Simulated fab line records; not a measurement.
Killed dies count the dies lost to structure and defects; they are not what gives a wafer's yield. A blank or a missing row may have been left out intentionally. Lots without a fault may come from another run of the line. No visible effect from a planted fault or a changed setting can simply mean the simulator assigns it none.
2 desks looking at one fault -- flow sky130 -- each desk has only its own numbers; what lay behind them comes last

THE METROLOGY DESK
What the gauges read, lot by lot, whatever tool the lot ran on: means of the sampled wafers that have a number. Marked OUT: a lot whose mean sits more than 4 standard deviations from the usual mean, which makes it out of limits; the brackets give that distance.
Columns: A = GATE_OXIDE_OVL at SKY_GATE_OXIDE_OVL_MEAS_10, usual -0.3 nm; B = GATE_OXIDE_TW at SKY_GATE_OXIDE_TW_MEAS_14, usual 224.5
lot,first seen here,A,B
L106,day 13 21:05,-0.6,225.9
L107,day 14 08:46,-1.4,224.8
L116,day 17 15:10,-1.1,223.7
L118,day 18 11:28,1.8,228.4
L119,day 18 15:40,-0.9,226.3
L120,day 18 23:16,-1.3,222.8
L127,day 21 06:14,-0.7,225.5
This desk found nothing out of limits on any of the 7 lots.

FOR THE TOOL OWNER'S DESK: furnace-01
The tool's own readings at SKY_GATE_OXIDE_OXIDATION_16 (stabilise 600 s, purge 300 s, target thk 3.57 nm): means of the sampled wafers that have a number, for each lot that ran on this tool. Marked OUT: a lot whose mean sits more than 4 standard deviations from the usual mean, which makes it out of limits; the brackets give that distance.
Columns: A = zone_power_centre_pct at SKY_GATE_OXIDE_OXIDATION_16, usual 13.75 %
lot,first seen here,A
L107,day 14 10:37,13.65
L116,day 17 15:59,13.66
L118,day 18 11:58,13.65
L119,day 18 16:52,13.61
This desk found nothing out of limits on any of the 4 lots.

TAKEN TOGETHER
The metrology desk saw nothing out of limits.
The tool owner's desk saw nothing out of limits.

WHAT THE SIMULATOR PUT IN
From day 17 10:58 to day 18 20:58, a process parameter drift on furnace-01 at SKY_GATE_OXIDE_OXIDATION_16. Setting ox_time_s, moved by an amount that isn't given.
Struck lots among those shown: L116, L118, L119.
